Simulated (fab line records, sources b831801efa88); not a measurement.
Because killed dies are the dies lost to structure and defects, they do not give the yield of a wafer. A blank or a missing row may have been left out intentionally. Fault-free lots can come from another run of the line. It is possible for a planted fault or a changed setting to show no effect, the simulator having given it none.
What tool caused it? -- flow gf180mcu -- 33 wafers from 11 lots sampled at 3 of the route's 602 steps

== WHAT THE GAUGES SHOWED, per wafer ==
GF_VT_IMPLANT_RS_MEAS_48: the measuring method here is four-point-probe.
lot,measured,on,LVPWELL_RS (ohm/sq)
L978,day 7 11:32,film-metro-04,1187 1191 1189
L982,day 8 12:44,film-metro-03,1195 1194 1194
L984,day 9 03:44,film-metro-04,1191 1189 1196
L985,day 9 08:29,film-metro-04,1192 1190 1190
L986,day 9 16:02,film-metro-03,1192 1190 1192
L987,day 9 22:22,film-metro-04,1191 1190 1194
L994,day 12 04:17,film-metro-04,1194 1193 1192
L995,day 12 09:21,film-metro-03,1153 1148 1152 1154 1147 1151
L996,day 12 15:35,film-metro-04,1147 1149 1150 1149 1147 1148
L997,day 12 23:40,film-metro-03,1197 1196 1195
L101,day 13 23:32,film-metro-01,1198 1202 1198

== EACH LOT AND THE TOOL THAT RAN IT (in order: tool; ch and the chambers of the sampled wafers; start) ==
lot,GF_LVPWELL_IMPLANT_08,GF_VT_IMPLANT_STRIP_20
L978,"implanter-02 ch 0, day 3 21:07","plasma-asher-01 ch 0,1, day 6 05:19"
L982,"implanter-02 ch 0, day 4 18:02","plasma-asher-02 ch 0,1, day 7 04:14"
L984,"implanter-03 ch 0, day 5 06:14","plasma-asher-02 ch 0,1, day 7 18:25"
L985,"implanter-02 ch 0, day 5 10:56","plasma-asher-02 ch 0,1, day 7 23:07"
L986,"implanter-02 ch 0, day 5 16:53","plasma-asher-02 ch 0,1, day 8 05:43"
L987,"implanter-02 ch 0, day 5 21:50","plasma-asher-03 ch 0,1, day 8 13:08"
L994,"implanter-03 ch 0, day 7 17:37","plasma-asher-02 ch 0,1, day 10 13:35"
L995,"implanter-02 ch 0, day 7 22:23","plasma-asher-01 ch 0,1, day 10 20:07"
L996,"implanter-02 ch 0, day 8 01:26","plasma-asher-03 ch 0,1, day 11 00:14"
L997,"implanter-03 ch 0, day 8 09:07","plasma-asher-01 ch 0,1, day 11 07:26"
L101,"implanter-03 ch 0, day 9 04:42","plasma-asher-03 ch 0,1, day 12 05:55"
- GF_LVPWELL_IMPLANT_08
- GF_VT_IMPLANT_STRIP_20: strips in O2/N2.

== THE ANSWER, worked out from the rows above alone ==
Rule: the usual values come from the lots themselves. Put in order of their means at a reading, lots are off if they are a third of the lots or fewer, leave a main group of 4 or more, and stand apart from it by a gap of 3 or more times the standard deviation of the main group's means; of several such gaps the widest counts. A main group is skipped when, at the precision printed for the reading in the tables above, its means are all equal. Also off: a lot with no number at a reading for which 4 or more lots have one. All remaining lots with rows at the step are treated as sound.
Off: at GF_VT_IMPLANT_RS_MEAS_48 (LVPWELL_RS), L995, L996. The main group has a mean of 1193 ohm/sq with a standard deviation of 2.9.
If a tool, at a process step before that reading, ran all the lots that are off and no sound lot after the first of them, it fits. Gauges at GF_VT_IMPLANT_RS_MEAS_48: tried the same way as those tools. One fits: implanter-02 at GF_LVPWELL_IMPLANT_08. A fault onset in the window from L987 (day 5 21:50, its last sound lot) to L995 (day 7 22:23, its first lot off) fits.

== WHAT HAD BEEN PUT IN BY THE SIMULATOR ==
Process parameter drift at GF_LVPWELL_IMPLANT_08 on implanter-02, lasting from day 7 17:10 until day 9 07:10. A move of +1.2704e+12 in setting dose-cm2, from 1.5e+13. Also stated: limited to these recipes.
Shown lots that were struck: L995, L996. The rule above reached the same finding.
